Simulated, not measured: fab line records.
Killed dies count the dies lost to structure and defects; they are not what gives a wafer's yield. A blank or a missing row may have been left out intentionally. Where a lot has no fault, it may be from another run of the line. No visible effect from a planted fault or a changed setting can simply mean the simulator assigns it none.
The same fault as seen by 2 desks / flow gf180mcu / each desk has only its own numbers; what lay behind them comes last

AT THE TOOL OWNER'S DESK: pvd-sputter-02
The tool's own readings at GF_SALICIDE_SPUTTER_03 (material TiN, target thk 20 nm, time 16.7 s): means of the sampled wafers that have a number, for each lot that ran on this tool. If a lot's mean is further than 4 standard deviations from the usual mean, the lot is out of limits and carries the mark OUT (the distance appears in the brackets).
Columns: A = throttle-valve-pct at GF_SALICIDE_SPUTTER_03, usual 29.9 %
lot=L738; first seen here=day 15 17:37; A=29.9
lot=L740; first seen here=day 16 09:22; A=29.0
lot=L743; first seen here=day 17 09:11; A=29.9
lot=L745; first seen here=day 18 03:05; A=29.9
lot=L747; first seen here=day 18 17:50; A=29.7
lot=L749; first seen here=day 19 15:37; A=29.9
lot=L758; first seen here=day 22 15:13; A=29.2
This desk's verdict: no lot among the 7 shows anything out of limits.

METROLOGY DESK
What the gauges read for every lot (on any tool): the sampled wafers with a number, averaged. If a lot's mean is further than 4 standard deviations from the usual mean, the lot is out of limits and carries the mark OUT (the distance appears in the brackets).
Columns: A = cd-nm at GF_PSD_CD_MEAS_07, usual 400.5 nm; B = SALICIDE_TIN_RS at GF_SALICIDE_RS_MEAS_04, usual 16.3 ohm/sq; C = SALICIDE_TIN_THK at GF_SALICIDE_THK_MEAS_05, usual 20.0 nm
lot=L738; first seen here=day 14 18:51; A=400.4; B=16.2; C=19.9
lot=L740; first seen here=day 15 10:04; A=401.2; B=16.3; C=20.0
lot=L743; first seen here=day 16 09:13; A=401.7; B=16.4; C=20.2
lot=L745; first seen here=day 17 02:15; A=398.0; B=16.2; C=20.1
lot=L747; first seen here=day 17 16:51; A=401.3; B=12.2 (-12) OUT; C=36.4 (+53) OUT
lot=L748; first seen here=day 17 22:03; A=400.4; B=16.2; C=19.9
lot=L749; first seen here=day 18 14:04; A=398.8; B=12.3 (-12) OUT; C=36.8 (+54) OUT
lot=L753; first seen here=day 19 17:17; A=401.6; B=16.4; C=20.2
lot=L756; first seen here=day 20 21:18; A=401.4; B=16.5; C=19.9
lot=L757; first seen here=day 21 03:30; A=400.6; B=16.5; C=19.9
lot=L758; first seen here=day 21 14:42; A=400.6; B=16.1; C=19.7
lot=L760; first seen here=day 22 06:53; A=398.9; B=16.9; C=19.9
This desk reports L747, L749 out of limits; the earliest was L747 at day 18 17:51 (SALICIDE_TIN_RS at GF_SALICIDE_RS_MEAS_04). In limits: L738, L740, L743, L745, L748, L753, L756, L757, L758, L760.

TAKEN TOGETHER
L747, L749 would have let the metrology desk raise an alarm at day 18 17:51.
The desk of the tool owner found nothing out of limits.
The tool owner's desk has L747, L749 on record, within its limits.
On pvd-sputter-02, each named lot ran GF_SALICIDE_SPUTTER_03.

WHAT THE SIMULATOR HAD INSERTED
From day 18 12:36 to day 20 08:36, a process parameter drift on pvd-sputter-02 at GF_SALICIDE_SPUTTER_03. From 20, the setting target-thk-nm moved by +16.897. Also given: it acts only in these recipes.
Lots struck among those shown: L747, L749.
Delay in hours, fault start to first out-of-limits reading, per desk: metrology desk 5.
